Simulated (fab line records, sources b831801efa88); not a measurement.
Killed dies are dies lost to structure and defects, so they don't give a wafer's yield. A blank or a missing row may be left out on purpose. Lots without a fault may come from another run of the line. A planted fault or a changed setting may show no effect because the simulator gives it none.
A struck lot beside a sound one | flow sky130 | 17 steps out of a route of 708
Sound: wafers L992.1, L992.2, L992.6. Struck: wafers L105.1, L105.2, L105.4. The cause comes at the end.
At each step with rows: each side's tool, then ch and its chambers, then its first start. Under that, the readings that differ: sound wafers | struck wafers | difference of the means | sigmas: that difference in standard deviations of wafers without a fault.
alike: readings whose means differ by less than 2 such deviations, and words and numbers that are the same on both sides. not compared: withheld readings, readings that some wafer has no value for, bounds like >300 that may hide the same value, and numbers for which the record gives no deviation and whose values overlap.
The two part at a step that has a row with sigmas, a row that says differs or no value, or rows on one side only. Numbers that don't overlap but have no deviation are shown without sigmas and don't part them. A reading that every wafer of one side lacks parts them only if that side has two wafers or more.

first, 1 step without rows for these wafers: SKY_VT_ADJUST_NCORE_IMPLANT_09.
SKY_VT_ADJUST_NCORE_STRIP_10: strips in O2/N2.
  sound on plasma_asher-03 ch 0,1, day 10 11:11; struck on plasma_asher-01 ch 0,1, day 14 04:10
  reading                      | sound             | struck            | difference | sigmas
  strip_time_to_endpoint_s (s) | 14.16 14.15 14.17 | 14.24 14.21 14.24 | +0.07      | +2
  alike: drypump_motor_current_A, oes_product_au
  not compared: rf_hours_counter_h
SKY_VT_ADJUST_NCORE_TW_MEAS_11:
  sound on film_metro-03, day 10 11:17; struck on film_metro-04, day 14 04:16
  alike: VT_ADJUST_NCORE_TW
then, 7 steps without rows for these wafers: SKY_VT_ADJUST_HVTR_DEHYDRATE_00 (time 60 s); SKY_VT_ADJUST_HVTR_HMDS_01 (prime time 60 s); SKY_VT_ADJUST_HVTR_COAT_02 (resist thk 1140 nm); SKY_VT_ADJUST_HVTR_SOFTBAKE_03 (time 60 s); SKY_VT_ADJUST_HVTR_EXPOSE_04 (exposes mask HVTRM, target cd 380 nm); SKY_VT_ADJUST_HVTR_PEB_05; SKY_VT_ADJUST_HVTR_DEVELOP_06 (develop time 62.5 s).
SKY_VT_ADJUST_HVTR_CD_MEAS_07: target cd 380 nm.
  sound on cd_sem-01, day 11 08:53; struck on cd_sem-01, day 15 06:47
  reading    | sound             | struck            | difference | sigmas
  cd_nm (nm) | 380.8 382.0 384.3 | 375.8 376.5 377.1 | -5.9       | -2
SKY_VT_ADJUST_HVTR_OVL_MEAS_08:
  sound on overlay-01, day 11 09:00; struck on overlay-02, day 15 06:54
  alike: VT_ADJUST_HVTR_OVL
SKY_VT_ADJUST_HVTR_IMPLANT_09:
  sound on implanter-04 ch 0, day 11 09:02; struck on implanter-04 ch 0, day 15 06:56
  reading            | sound                           | struck                           | difference  | sigmas
  dose_ions_cm2      | 2.1024e+12 2.1032e+12 2.102e+12 | 1.6588e+12 1.6622e+12 1.6617e+12 | -4.4163e+11 | -99 or more
  faraday_current_uA | 11.87 11.70 12.16               | 9.51 9.94 9.38                   | -2.30       | -10
  alike: end_station_pressure_torr
SKY_VT_ADJUST_HVTR_STRIP_10: strips in O2/N2.
  sound on plasma_asher-03 ch 0,1, day 11 09:11; struck on plasma_asher-01 ch 0,1, day 15 07:05
  alike: drypump_motor_current_A, oes_product_au, strip_time_to_endpoint_s
  not compared: rf_hours_counter_h
SKY_VT_ADJUST_HVTR_TW_MEAS_11:
  sound on film_metro-03, day 11 09:17; struck on film_metro-02, day 15 07:11
  reading           | sound             | struck            | difference | sigmas
  VT_ADJUST_HVTR_TW | 210.2 209.5 208.5 | 196.5 196.9 197.0 | -12.6      | -11
then, 1 step without rows for these wafers: SKY_VT_ADJUST_PCH_DEHYDRATE_00 (time 60 s).
-- the record jumps here: 35 days lie between the struck wafers' starts before and after (it left off in module VT_ADJUST_PCH and takes up again in module PAD_OPEN, whose first step shown is number 708 of the route) --
SKY_PAD_OPEN_PROBE_99:
  sound on prober-02, day 47 08:04; struck on prober-01, day 50 05:39
  reading                                  | sound                   | struck                  | difference | sigmas
  model.etest.pfet_01v8_mvt.drive_ua_um    | 154.2 159.1 155.8       | 141.5 144 142.9         | -13.6      |
  model.etest.pfet_01v8_mvt.off_log10_a_um | -10.18 -10.26 -10.42    | -11.72 -11.7 -11.71     | -1.42      |
  model.etest.pfet_01v8_mvt.vt_sat_v (V)   | -0.5342 -0.5242 -0.5416 | -0.6438 -0.6507 -0.6447 | -0.1131    |
  model.etest.pfet_01v8_mvt.vt_v (V)       | -0.6225 -0.6189 -0.6289 | -0.7167 -0.7239 -0.7169 | -0.0957    |
  model.etest.pfet_01v8_mvt.vt_long_v (V)  | -0.8283 -0.8266 -0.832  | -0.9172 -0.925 -0.919   | -0.0914    |
  alike: killed_at_M0_to_M3, killed_at_M4_up, killed_at_contacts, killed_at_front_end, killed_at_other, killed_dies, killed_on_rim, killed_open, killed_short

WHERE THEY PART
First at SKY_VT_ADJUST_NCORE_STRIP_10; last, within this record, at SKY_VT_ADJUST_HVTR_TW_MEAS_11. Later steps at which nothing parts them and some readings are alike: SKY_PAD_OPEN_PROBE_99.

WHY: what the simulator had put in
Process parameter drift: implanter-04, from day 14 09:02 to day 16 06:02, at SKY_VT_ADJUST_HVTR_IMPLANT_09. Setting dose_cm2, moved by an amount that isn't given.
